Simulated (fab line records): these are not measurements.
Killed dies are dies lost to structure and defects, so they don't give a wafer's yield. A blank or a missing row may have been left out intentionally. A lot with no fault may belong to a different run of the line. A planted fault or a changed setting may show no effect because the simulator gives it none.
fab line records | flow gf180mcu
[record] lots = 24 | wafers = 72 | last-day = 34
route steps=602 shown NSD@247 M2@377 V2@384 M3@414 V4@493
lots that met no fault: from a run of the same line without faults
start-h: start of the lot's first displayed wafer, in hours after the record's first day | wait-h: time in hours since the lot's previous step | " repeats the value in the row above | L1.1+2: one row covering several wafers at once | - no value, or no start was given | * or withheld: withheld | < > ~ a bound
route shown NAME@n: a module of which the file shows steps, and the number in the route of the first | usual: mean/standard deviation taken from wafers without a fault | same: alike in all rows | chamber/n: place in a boat | sites: the reading at each site | _std_site: the standard deviation of these | _edge_site: mean of outer sites minus mean of inner sites | radius-mm: for every site, how far away it sits from the centre of the wafer | mask NAME#n: copy n | behind: the last tool/chamber to shape the wafer | hold: the reason the lot was held/the length of the hold in hours/how it ended | device: the n, p or np transistor that did not switch | end of line: the route-end tests of the same wafers | step lacking rows: just its recipe | killed: dies that structure and defects cost at the first sort, which is not the same as the wafer's yield | map: shows each die of a wafer: x if killed, . if not, _ if none is there
set.NAME: setting as actually run; set.NAME@STEP: the setting as run at that earlier step | model.NAME: the simulator's own value behind a step, which no gauge read
one table for each step of the route and one row for each wafer, over a sample of lots
services: the hour from which a tool's chamber was out of use, counted from the record's first day as start-h (under 0 if before that day), plus the number of hours and why
[[steps]]
[step GF_NSD_TW_MEAS_12]
[usual] NSD_TW = 4218/25
lot.wafer | tool          | chamber | start-h | wait-h | NSD_TW
L074.2    | film-metro-01 | -       | 293.05  | 0.1    | 4196
L074.3    | "             | -       | "       | "      | 4209
L074.6    | "             | -       | "       | "      | 4191
L075.1    | film-metro-03 | -       | 311.29  | 0.1    | 4192
L075.2    | "             | -       | "       | "      | 4196
L075.4    | "             | -       | "       | "      | 4188
L076.2    | film-metro-04 | -       | 314.95  | 0.1    | 4204
L076.5    | "             | -       | "       | "      | 4220
L076.6    | "             | -       | "       | "      | 4235
L077.3    | film-metro-04 | -       | 317.83  | 0.1    | 4206
L077.4    | "             | -       | "       | "      | 4226
L077.5    | "             | -       | "       | "      | 4221
L078.1    | film-metro-01 | -       | 333.64  | 0.1    | 4205
L078.4    | "             | -       | "       | "      | 4205
L078.5    | "             | -       | "       | "      | 4225
L080.1    | film-metro-04 | -       | 346.46  | 0.1    | 4225
L080.2    | "             | -       | "       | "      | 4213
L080.3    | "             | -       | "       | "      | 4221
L079.3    | film-metro-04 | -       | 348.56  | 0.1    | 4219
L079.4    | "             | -       | "       | "      | 4200
L079.6    | "             | -       | "       | "      | 4210
L081.1    | film-metro-04 | -       | 355.89  | 0.1    | 4210
L081.2    | "             | -       | "       | "      | 4223
L081.6    | "             | -       | "       | "      | 4235
L082.1    | film-metro-03 | -       | 363.19  | 0.1    | 4214
L082.3    | "             | -       | "       | "      | 4190
L082.5    | "             | -       | "       | "      | 4206
L083.1    | film-metro-03 | -       | 374.46  | 0.1    | 4218
L083.2    | "             | -       | "       | "      | 4203
L083.4    | "             | -       | "       | "      | 4202
L084.1    | film-metro-04 | -       | 380.16  | 0.1    | 4201
L084.3    | "             | -       | "       | "      | 4214
L084.5    | "             | -       | "       | "      | 4221
L085.3    | film-metro-04 | -       | 389.11  | 0.1    | 4247
L085.4    | "             | -       | "       | "      | 4261
L085.6    | "             | -       | "       | "      | 4255
L086.1    | film-metro-03 | -       | 397.76  | 0.1    | 4213
L086.3    | "             | -       | "       | "      | 4212
L086.6    | "             | -       | "       | "      | 4194
L087.1    | film-metro-04 | -       | 404.94  | 0.1    | 4253
L087.2    | "             | -       | "       | "      | 4251
L087.5    | "             | -       | "       | "      | 4258
L088.1    | film-metro-03 | -       | 412.29  | 0.1    | 4207
L088.2    | "             | -       | "       | "      | 4228
L088.3    | "             | -       | "       | "      | 4199
L089.3    | film-metro-03 | -       | 418.76  | 0.1    | 4203
L089.4    | "             | -       | "       | "      | 4195
L089.5    | "             | -       | "       | "      | 4201
L090.1    | film-metro-04 | -       | 426.96  | 0.1    | 4231
L090.2    | "             | -       | "       | "      | 4219
L090.3    | "             | -       | "       | "      | 4256
L091.1    | film-metro-04 | -       | 435.89  | 0.1    | 4249
L091.3    | "             | -       | "       | "      | 4241
L091.5    | "             | -       | "       | "      | 4247
L092.3    | film-metro-03 | -       | 448.26  | 0.1    | 4180
L092.4    | "             | -       | "       | "      | 4190
L092.5    | "             | -       | "       | "      | 4154
L093.3    | film-metro-01 | -       | 453.11  | 0.1    | 4187
L093.4    | "             | -       | "       | "      | 4209
L093.5    | "             | -       | "       | "      | 4165
L094.4    | film-metro-01 | -       | 459.94  | 0.1    | 4246
L094.5    | "             | -       | "       | "      | 4239
L094.6    | "             | -       | "       | "      | 4238
L095.2    | film-metro-01 | -       | 469.44  | 0.1    | 4247
L095.3    | "             | -       | "       | "      | 4247
L095.5    | "             | -       | "       | "      | 4231
L096.3    | film-metro-04 | -       | 477.51  | 0.1    | 4252
L096.4    | "             | -       | "       | "      | 4203
L096.5    | "             | -       | "       | "      | 4256
L097.2    | film-metro-01 | -       | 485.87  | 0.1    | 4224
L097.3    | "             | -       | "       | "      | 4234
L097.5    | "             | -       | "       | "      | 4235
[step GF_M2_OVL_MEAS_15]
[usual] M2_OVL = 5/5
lot.wafer | tool       | chamber | start-h | wait-h | M2_OVL[nm]
L074.2    | overlay-02 | -       | 432.71  | 0.1    | 12
L074.3    | "          | -       | "       | "      | 8
L074.6    | "          | -       | "       | "      | 10
L075.1    | overlay-01 | -       | 454.33  | 0.1    | -5
L075.2    | "          | -       | "       | "      | 3
L075.4    | "          | -       | "       | "      | 1
L076.2    | overlay-02 | -       | 458.01  | 0.1    | 2
L076.5    | "          | -       | "       | "      | 7
L076.6    | "          | -       | "       | "      | -1
L077.3    | overlay-02 | -       | 460.82  | 0.1    | 9
L077.4    | "          | -       | "       | "      | 5
L077.5    | "          | -       | "       | "      | 5
L078.1    | overlay-01 | -       | 481.00  | 0.1    | -9
L078.4    | "          | -       | "       | "      | -3
L078.5    | "          | -       | "       | "      | 7
L080.1    | overlay-02 | -       | 493.43  | 0.1    | 11
L080.2    | "          | -       | "       | "      | 13
L080.3    | "          | -       | "       | "      | 14
L079.3    | overlay-02 | -       | 496.44  | 0.1    | 11
L079.4    | "          | -       | "       | "      | 5
L079.6    | "          | -       | "       | "      | 8
L081.1    | overlay-01 | -       | 504.25  | 0.1    | 3
L081.2    | "          | -       | "       | "      | 6
L081.6    | "          | -       | "       | "      | 2
L082.1    | overlay-02 | -       | 513.43  | 0.1    | 15
L082.3    | "          | -       | "       | "      | 13
L082.5    | "          | -       | "       | "      | 10
L083.1    | overlay-02 | -       | 524.96  | 0.1    | 2
L083.2    | "          | -       | "       | "      | 5
L083.4    | "          | -       | "       | "      | 0
L084.1    | overlay-02 | -       | 530.28  | 0.1    | 6
L084.3    | "          | -       | "       | "      | 4
L084.5    | "          | -       | "       | "      | 4
L085.3    | overlay-02 | -       | 539.76  | 0.1    | 0
L085.4    | "          | -       | "       | "      | 11
L085.6    | "          | -       | "       | "      | 5
L086.1    | overlay-02 | -       | 547.90  | 0.1    | -1
L086.3    | "          | -       | "       | "      | 7
L086.6    | "          | -       | "       | "      | 4
L087.1    | overlay-02 | -       | 554.10  | 0.1    | -1
L087.2    | "          | -       | "       | "      | 0
L087.5    | "          | -       | "       | "      | 0
L088.1    | overlay-01 | -       | 561.20  | 0.1    | 7
L088.2    | "          | -       | "       | "      | 18
L088.3    | "          | -       | "       | "      | 10
L089.3    | overlay-02 | -       | 565.87  | 0.1    | 4
L089.4    | "          | -       | "       | "      | -5
L089.5    | "          | -       | "       | "      | 4
L090.1    | overlay-02 | -       | 575.37  | 0.1    | 9
L090.2    | "          | -       | "       | "      | 2
L090.3    | "          | -       | "       | "      | 15
L091.1    | overlay-02 | -       | 582.60  | 0.1    | 8
L091.3    | "          | -       | "       | "      | 8
L091.5    | "          | -       | "       | "      | 5
L092.3    | overlay-01 | -       | 593.49  | 0.1    | 3
L092.4    | "          | -       | "       | "      | 4
L092.5    | "          | -       | "       | "      | 9
L093.3    | overlay-02 | -       | 597.87  | 0.1    | 8
L093.4    | "          | -       | "       | "      | 2
L093.5    | "          | -       | "       | "      | -2
L094.4    | overlay-02 | -       | 603.82  | 0.1    | 6
L094.5    | "          | -       | "       | "      | 4
L094.6    | "          | -       | "       | "      | 4
L095.2    | overlay-02 | -       | 611.41  | 0.1    | 6
L095.3    | "          | -       | "       | "      | 1
L095.5    | "          | -       | "       | "      | -2
L096.3    | overlay-01 | -       | 617.62  | 0.1    | -4
L096.4    | "          | -       | "       | "      | 6
L096.5    | "          | -       | "       | "      | -4
L097.2    | overlay-02 | -       | 625.46  | 0.1    | 10
L097.3    | "          | -       | "       | "      | 4
L097.5    | "          | -       | "       | "      | 1
[step GF_V2_CVD_02]
[recipe] material = SiO2 | target-thk-nm = 850 | precursor = TEOS | temp-c = 400 | time-s = 94.851 | rf-w = 600
[usual] heater-power-w = 679/73
lot.wafer | tool     | chamber | start-h | wait-h | heater-power-w
L074.2    | pecvd-03 | 1       | 433.55  | 0.0    | 691
L074.3    | "        | 0       | "       | "      | 670
L074.6    | "        | 0       | "       | "      | 546
L075.1    | pecvd-03 | 0       | 455.22  | 0.1    | 700
L075.2    | "        | 2       | "       | "      | 719
L075.4    | "        | 0       | "       | "      | 538
L076.2    | pecvd-03 | 0       | 458.97  | 0.0    | 633
L076.5    | "        | 0       | "       | "      | 653
L076.6    | "        | 1       | "       | "      | 683
L077.3    | pecvd-02 | 1       | 461.76  | 0.0    | 724
L077.4    | "        | 0       | "       | "      | 605
L077.5    | "        | 1       | "       | "      | 779
L078.1    | pecvd-01 | 2       | 481.84  | 0.1    | 811
L078.4    | "        | 2       | "       | "      | 857
L078.5    | "        | 0       | "       | "      | 609
L080.1    | pecvd-01 | 2       | 494.26  | 0.1    | 834
L080.2    | "        | 1       | "       | "      | 604
L080.3    | "        | 0       | "       | "      | 572
L079.3    | pecvd-03 | 0       | 497.26  | 0.0    | 654
L079.4    | "        | 1       | "       | "      | 659
L079.6    | "        | 2       | "       | "      | 717
L081.1    | pecvd-03 | 0       | 505.08  | 0.1    | 654
L081.2    | "        | 1       | "       | "      | 683
L081.6    | "        | 2       | "       | "      | 721
L082.1    | pecvd-02 | 2       | 514.29  | 0.1    | 767
L082.3    | "        | 0       | "       | "      | 616
L082.5    | "        | 2       | "       | "      | 779
L083.1    | pecvd-03 | 2       | 525.79  | 0.1    | 715
L083.2    | "        | 1       | "       | "      | 572
L083.4    | "        | 0       | "       | "      | 682
L084.1    | pecvd-02 | 0       | 531.11  | 0.1    | 713
L084.3    | "        | 1       | "       | "      | 740
L084.5    | "        | 1       | "       | "      | 765
L085.3    | pecvd-02 | 2       | 540.62  | 0.1    | 725
L085.4    | "        | 0       | "       | "      | 745
L085.6    | "        | 0       | "       | "      | 581
L086.1    | pecvd-02 | 1       | 548.86  | 0.1    | 743
L086.3    | "        | 0       | "       | "      | 662
L086.6    | "        | 1       | "       | "      | 781
L087.1    | pecvd-02 | 2       | 555.06  | 0.1    | 757
L087.2    | "        | 0       | "       | "      | 623
L087.5    | "        | 1       | "       | "      | 753
L088.1    | pecvd-03 | 0       | 562.16  | 0.1    | 625
L088.2    | "        | 2       | "       | "      | 635
L088.3    | "        | 1       | "       | "      | 673
L089.3    | pecvd-02 | 0       | 566.72  | 0.0    | 632
L089.4    | "        | 0       | "       | "      | 682
L089.5    | "        | 2       | "       | "      | 773
L090.1    | pecvd-01 | 2       | 576.21  | 0.1    | 884
L090.2    | "        | 1       | "       | "      | 690
L090.3    | "        | 0       | "       | "      | 640
L091.1    | pecvd-03 | 0       | 583.56  | 0.1    | 627
L091.3    | "        | 1       | "       | "      | 567
L091.5    | "        | 1       | "       | "      | 627
L092.3    | pecvd-03 | 0       | 594.31  | 0.0    | 651
L092.4    | "        | 0       | "       | "      | 680
L092.5    | "        | 2       | "       | "      | 593
L093.3    | pecvd-02 | 0       | 598.85  | 0.0    | 745
L093.4    | "        | 0       | "       | "      | 611
L093.5    | "        | 1       | "       | "      | 695
L094.4    | pecvd-02 | 0       | 604.69  | 0.1    | 602
L094.5    | "        | 1       | "       | "      | 736
L094.6    | "        | 2       | "       | "      | 719
L095.2    | pecvd-03 | 0       | 612.30  | 0.0    | 654
L095.3    | "        | 2       | "       | "      | 751
L095.5    | "        | 1       | "       | "      | 646
L096.3    | pecvd-01 | 1       | 618.47  | 0.0    | 753
L096.4    | "        | 2       | "       | "      | 881
L096.5    | "        | 0       | "       | "      | 611
L097.2    | pecvd-03 | 0       | 626.29  | 0.0    | 693
L097.3    | "        | 1       | "       | "      | 626
L097.5    | "        | 2       | "       | "      | 704
[step GF_M3_RS_MEAS_05]
[recipe] thk-meas-gauge = four-point-probe | reads = TiN_of_M3_SPUTTER_04+Ti_of_M3_SPUTTER_03+AlCu_of_M3_SPUTTER_02+TiN_of_M3_SPUTTER_01+Ti_of_M3_SPUTTER_00
[usual] M3_ALCU_RS = 0.0694/0.001
lot.wafer | tool          | chamber | start-h | wait-h | M3_ALCU_RS[ohm/sq]
L074.2    | film-metro-04 | -       | 459.81  | 0.0    | 0.0693
L074.3    | "             | -       | "       | "      | 0.0683
L074.6    | "             | -       | "       | "      | 0.0688
L075.1    | film-metro-03 | -       | 481.81  | 0.0    | 0.0694
L075.2    | "             | -       | "       | "      | 0.0681
L075.4    | "             | -       | "       | "      | 0.0708
L076.2    | film-metro-04 | -       | 485.32  | 0.0    | 0.0696
L076.5    | "             | -       | "       | "      | 0.0695
L076.6    | "             | -       | "       | "      | 0.0683
L077.3    | film-metro-03 | -       | 488.32  | 0.1    | 0.0702
L077.4    | "             | -       | "       | "      | 0.0700
L077.5    | "             | -       | "       | "      | 0.0696
L078.1    | film-metro-03 | -       | 508.45  | 0.0    | 0.0700
L078.4    | "             | -       | "       | "      | 0.0690
L078.5    | "             | -       | "       | "      | 0.0691
L080.1    | film-metro-03 | -       | 519.78  | 0.0    | 0.0719
L080.2    | "             | -       | "       | "      | 0.0696
L080.3    | "             | -       | "       | "      | 0.0692
L079.3    | film-metro-04 | -       | 523.24  | 0.1    | 0.0686
L079.4    | "             | -       | "       | "      | 0.0704
L079.6    | "             | -       | "       | "      | 0.0688
L081.1    | film-metro-03 | -       | 530.99  | 0.0    | 0.0698
L081.2    | "             | -       | "       | "      | 0.0685
L081.6    | "             | -       | "       | "      | 0.0694
L082.1    | film-metro-04 | -       | 539.94  | 0.0    | 0.0700
L082.3    | "             | -       | "       | "      | 0.0689
L082.5    | "             | -       | "       | "      | 0.0690
L083.1    | film-metro-03 | -       | 551.44  | 0.0    | 0.0713
L083.2    | "             | -       | "       | "      | 0.0698
L083.4    | "             | -       | "       | "      | 0.0694
L084.1    | film-metro-03 | -       | 555.65  | 0.0    | 0.0691
L084.3    | "             | -       | "       | "      | 0.0713
L084.5    | "             | -       | "       | "      | 0.0690
L085.3    | film-metro-04 | -       | 564.81  | 0.1    | 0.0680
L085.4    | "             | -       | "       | "      | 0.0697
L085.6    | "             | -       | "       | "      | 0.0681
L086.1    | film-metro-01 | -       | 573.02  | 0.0    | 0.0700
L086.3    | "             | -       | "       | "      | 0.0680
L086.6    | "             | -       | "       | "      | 0.0696
L087.1    | film-metro-04 | -       | 578.89  | 0.0    | 0.0714
L087.2    | "             | -       | "       | "      | 0.0701
L087.5    | "             | -       | "       | "      | 0.0708
L088.1    | film-metro-03 | -       | 586.39  | 0.0    | 0.0700
L088.2    | "             | -       | "       | "      | 0.0704
L088.3    | "             | -       | "       | "      | 0.0709
L089.3    | film-metro-01 | -       | 590.77  | 0.1    | 0.0680
L089.4    | "             | -       | "       | "      | 0.0685
L089.5    | "             | -       | "       | "      | 0.0707
L090.1    | film-metro-04 | -       | 599.92  | 0.0    | 0.0678
L090.2    | "             | -       | "       | "      | 0.0694
L090.3    | "             | -       | "       | "      | 0.0683
L091.1    | film-metro-04 | -       | 607.36  | 0.0    | 0.0689
L091.3    | "             | -       | "       | "      | 0.0691
L091.5    | "             | -       | "       | "      | 0.0703
L092.3    | film-metro-04 | -       | 617.68  | 0.1    | 0.0712
L092.4    | "             | -       | "       | "      | 0.0692
L092.5    | "             | -       | "       | "      | 0.0698
L093.3    | film-metro-04 | -       | 622.41  | 0.1    | 0.0695
L093.4    | "             | -       | "       | "      | 0.0685
L093.5    | "             | -       | "       | "      | 0.0678
L094.4    | film-metro-01 | -       | 627.86  | 0.1    | 0.0686
L094.5    | "             | -       | "       | "      | 0.0706
L094.6    | "             | -       | "       | "      | 0.0682
L095.2    | film-metro-04 | -       | 635.44  | 0.0    | 0.0681
L095.3    | "             | -       | "       | "      | 0.0698
L095.5    | "             | -       | "       | "      | 0.0692
L096.3    | film-metro-03 | -       | 642.16  | 0.1    | 0.0697
L096.4    | "             | -       | "       | "      | 0.0709
L096.5    | "             | -       | "       | "      | 0.0710
L097.2    | film-metro-03 | -       | 648.59  | 0.0    | 0.0690
L097.3    | "             | -       | "       | "      | 0.0696
L097.5    | "             | -       | "       | "      | 0.0690
[step GF_V4_ETCH_17]
[recipe] chemistry = C4F8/O2/Ar | mask-material = KrF | target = SiO2 | stop-on = TiN | source-w = 1500 | bias-w = 1200 | pressure-mtorr = 40 | c4f8-flow-sccm = withheld | O2_flow_sccm = 6 | Ar_flow_sccm = 300 | time-s = withheld | target-depth-a = 6300
[usual] oes-product-au = 0.856/0.0041
lot.wafer | tool        | chamber | start-h | wait-h | oes-product-au
L074.2    | rie-diel-02 | 2       | -       | -      | 0.852
L074.3    | "           | 3       | "       | "      | 0.862
L074.6    | "           | 3       | "       | "      | 0.852
L075.1    | rie-diel-03 | 0       | -       | -      | 0.862
L075.2    | "           | 1       | "       | "      | 0.859
L075.4    | "           | 3       | "       | "      | 0.861
L076.2    | rie-diel-03 | 1       | -       | -      | 0.854
L076.5    | "           | 0       | "       | "      | 0.860
L076.6    | "           | 3       | "       | "      | 0.858
L077.3    | rie-diel-04 | 0       | -       | -      | 0.855
L077.4    | "           | 2       | "       | "      | 0.857
L077.5    | "           | 1       | "       | "      | 0.859
L078.1    | rie-diel-02 | 0       | -       | -      | 0.857
L078.4    | "           | 1       | "       | "      | 0.858
L078.5    | "           | 2       | "       | "      | 0.853
L080.1    | rie-diel-04 | 1       | -       | -      | 0.857
L080.2    | "           | 2       | "       | "      | 0.854
L080.3    | "           | 0       | "       | "      | 0.852
L079.3    | rie-diel-04 | 2       | -       | -      | 0.861
L079.4    | "           | 1       | "       | "      | 0.859
L079.6    | "           | 3       | "       | "      | 0.850
L081.1    | rie-diel-04 | 3       | -       | -      | 0.856
L081.2    | "           | 2       | "       | "      | 0.860
L081.6    | "           | 0       | "       | "      | 0.854
L082.1    | rie-diel-02 | 0       | -       | -      | 0.849
L082.3    | "           | 2       | "       | "      | 0.849
L082.5    | "           | 0       | "       | "      | 0.847
L083.1    | rie-diel-04 | 0       | -       | -      | 0.851
L083.2    | "           | 2       | "       | "      | 0.866
L083.4    | "           | 3       | "       | "      | 0.854
L084.1    | rie-diel-02 | 1       | -       | -      | 0.861
L084.3    | "           | 0       | "       | "      | 0.854
L084.5    | "           | 2       | "       | "      | 0.864
L085.3    | rie-diel-03 | 2       | -       | -      | 0.860
L085.4    | "           | 1       | "       | "      | 0.851
L085.6    | "           | 3       | "       | "      | 0.851
L086.1    | rie-diel-04 | 1       | -       | -      | 0.860
L086.3    | "           | 3       | "       | "      | 0.858
L086.6    | "           | 3       | "       | "      | 0.861
L087.1    | rie-diel-02 | 2       | -       | -      | 0.852
L087.2    | "           | 0       | "       | "      | 0.858
L087.5    | "           | 3       | "       | "      | 0.852
L088.1    | rie-diel-04 | 2       | -       | -      | 0.859
L088.2    | "           | 0       | "       | "      | 0.855
L088.3    | "           | 3       | "       | "      | 0.852
L089.3    | rie-diel-04 | 1       | -       | -      | 0.853
L089.4    | "           | 0       | "       | "      | 0.854
L089.5    | "           | 3       | "       | "      | 0.855
L090.1    | rie-diel-02 | 3       | -       | -      | 0.861
L090.2    | "           | 1       | "       | "      | 0.860
L090.3    | "           | 2       | "       | "      | 0.853
L091.1    | rie-diel-04 | 1       | -       | -      | 0.859
L091.3    | "           | 2       | "       | "      | 0.855
L091.5    | "           | 0       | "       | "      | 0.856
L092.3    | rie-diel-03 | 0       | -       | -      | 0.857
L092.4    | "           | 2       | "       | "      | 0.859
L092.5    | "           | 3       | "       | "      | 0.865
L093.3    | rie-diel-03 | 1       | -       | -      | 0.861
L093.4    | "           | 2       | "       | "      | 0.854
L093.5    | "           | 1       | "       | "      | 0.851
L094.4    | rie-diel-02 | 2       | -       | -      | 0.855
L094.5    | "           | 2       | "       | "      | 0.858
L094.6    | "           | 3       | "       | "      | 0.850
L095.2    | rie-diel-03 | 0       | -       | -      | 0.858
L095.3    | "           | 1       | "       | "      | 0.858
L095.5    | "           | 1       | "       | "      | 0.850
L096.3    | rie-diel-04 | 3       | -       | -      | 0.856
L096.4    | "           | 0       | "       | "      | 0.856
L096.5    | "           | 1       | "       | "      | 0.856
L097.2    | rie-diel-04 | 2       | -       | -      | 0.858
L097.3    | "           | 0       | "       | "      | 0.858
L097.5    | "           | 2       | "       | "      | 0.852
[step GF_V4_RS_MEAS_24]
[recipe] thk-meas-gauge = four-point-probe | reads = W_of_V4_CVD_23+TiN_of_V4_SPUTTER_22+Ti_of_V4_SPUTTER_21
[usual] V4_W_RS = 0.328/0.0043
lot.wafer | tool          | chamber | start-h | wait-h | V4_W_RS[ohm/sq]
L074.2    | film-metro-04 | -       | 558.77  | 0.1    | 0.326
L074.3    | "             | -       | "       | "      | 0.332
L074.6    | "             | -       | "       | "      | 0.323
L075.1    | film-metro-02 | -       | 580.03  | 0.1    | 0.323
L075.2    | "             | -       | "       | "      | 0.330
L075.4    | "             | -       | "       | "      | 0.333
L076.2    | film-metro-04 | -       | 582.28  | 0.1    | 0.328
L076.5    | "             | -       | "       | "      | 0.325
L076.6    | "             | -       | "       | "      | 0.328
L077.3    | film-metro-04 | -       | 584.82  | 0.1    | 0.321
L077.4    | "             | -       | "       | "      | 0.323
L077.5    | "             | -       | "       | "      | 0.323
L078.1    | film-metro-02 | -       | 603.60  | 0.1    | 0.329
L078.4    | "             | -       | "       | "      | 0.334
L078.5    | "             | -       | "       | "      | 0.338
L080.1    | film-metro-01 | -       | 613.65  | 0.2    | 0.324
L080.2    | "             | -       | "       | "      | 0.325
L080.3    | "             | -       | "       | "      | 0.326
L079.3    | film-metro-01 | -       | 616.98  | 0.2    | 0.334
L079.4    | "             | -       | "       | "      | 0.329
L079.6    | "             | -       | "       | "      | 0.329
L081.1    | film-metro-04 | -       | 622.66  | 0.1    | 0.335
L081.2    | "             | -       | "       | "      | 0.329
L081.6    | "             | -       | "       | "      | 0.333
L082.1    | film-metro-04 | -       | 631.29  | 0.1    | 0.330
L082.3    | "             | -       | "       | "      | 0.326
L082.5    | "             | -       | "       | "      | 0.330
L083.1    | film-metro-02 | -       | 641.78  | 0.1    | 0.328
L083.2    | "             | -       | "       | "      | 0.336
L083.4    | "             | -       | "       | "      | 0.323
L084.1    | film-metro-01 | -       | 645.58  | 0.1    | 0.327
L084.3    | "             | -       | "       | "      | 0.328
L084.5    | "             | -       | "       | "      | 0.327
L085.3    | film-metro-02 | -       | 653.49  | 0.1    | 0.332
L085.4    | "             | -       | "       | "      | 0.324
L085.6    | "             | -       | "       | "      | 0.327
L086.1    | film-metro-01 | -       | 660.78  | 0.1    | 0.329
L086.3    | "             | -       | "       | "      | 0.326
L086.6    | "             | -       | "       | "      | 0.330
L087.1    | film-metro-02 | -       | 666.08  | 0.1    | 0.331
L087.2    | "             | -       | "       | "      | 0.325
L087.5    | "             | -       | "       | "      | 0.329
L088.1    | film-metro-04 | -       | 672.66  | 0.1    | 0.326
L088.2    | "             | -       | "       | "      | 0.331
L088.3    | "             | -       | "       | "      | 0.333
L089.3    | film-metro-01 | -       | 676.95  | 0.1    | 0.330
L089.4    | "             | -       | "       | "      | 0.328
L089.5    | "             | -       | "       | "      | 0.322
L090.1    | film-metro-01 | -       | 686.10  | 0.1    | 0.328
L090.2    | "             | -       | "       | "      | 0.325
L090.3    | "             | -       | "       | "      | 0.330
L091.1    | film-metro-02 | -       | 692.73  | 0.1    | 0.330
L091.3    | "             | -       | "       | "      | 0.332
L091.5    | "             | -       | "       | "      | 0.330
L092.3    | film-metro-04 | -       | 700.66  | 0.1    | 0.331
L092.4    | "             | -       | "       | "      | 0.327
L092.5    | "             | -       | "       | "      | 0.330
L093.3    | film-metro-01 | -       | 705.57  | 0.1    | 0.331
L093.4    | "             | -       | "       | "      | 0.338
L093.5    | "             | -       | "       | "      | 0.331
L094.4    | film-metro-04 | -       | 711.54  | 0.1    | 0.324
L094.5    | "             | -       | "       | "      | 0.327
L094.6    | "             | -       | "       | "      | 0.321
L095.2    | film-metro-01 | -       | 717.56  | 0.1    | 0.321
L095.3    | "             | -       | "       | "      | 0.328
L095.5    | "             | -       | "       | "      | 0.328
L096.3    | film-metro-02 | -       | 722.91  | 0.1    | 0.322
L096.4    | "             | -       | "       | "      | 0.326
L096.5    | "             | -       | "       | "      | 0.327
L097.2    | film-metro-04 | -       | 728.92  | 0.1    | 0.320
L097.3    | "             | -       | "       | "      | 0.322
L097.5    | "             | -       | "       | "      | 0.327
[[services]]
tool        | chamber | start-h | hours | kind
rie-diel-03 | 3       | 412.01  | 4.3   | repair
pecvd-01    | -       | 412.34  | 6.0   | pm
rie-diel-03 | -       | 419.74  | 2.8   | repair
rie-diel-04 | 3       | 443.85  | 8.7   | repair
pecvd-02    | -       | 449.30  | 2.8   | pm
rie-diel-03 | -       | 450.80  | 0.6   | repair
rie-diel-04 | 3       | 468.69  | 5.6   | repair
rie-diel-02 | 3       | 480.86  | 9.7   | repair
pecvd-01    | -       | 495.54  | 2.8   | repair
pecvd-01    | 2       | 498.72  | 5.3   | repair
rie-diel-04 | 1       | 512.03  | 1.4   | repair
rie-diel-04 | 1       | 519.06  | 6.2   | repair
pecvd-03    | 0       | 527.50  | 7.4   | repair
pecvd-02    | 1       | 535.84  | 8.5   | repair
pecvd-01    | -       | 545.06  | 2.2   | repair
rie-diel-04 | 1       | 587.97  | 8.4   | repair
rie-diel-02 | 0       | 594.52  | 5.6   | repair
pecvd-01    | 2       | 609.63  | 6.6   | repair
pecvd-03    | -       | 627.06  | 1.0   | repair
pecvd-02    | 0       | 645.50  | 1.7   | repair
pecvd-02    | -       | 657.00  | 0.9   | repair
rie-diel-03 | -       | 697.00  | 0.1   | repair
rie-diel-02 | 3       | 702.37  | 3.0   | repair
rie-diel-03 | 3       | 707.96  | 5.3   | repair
[[key]]
fault none
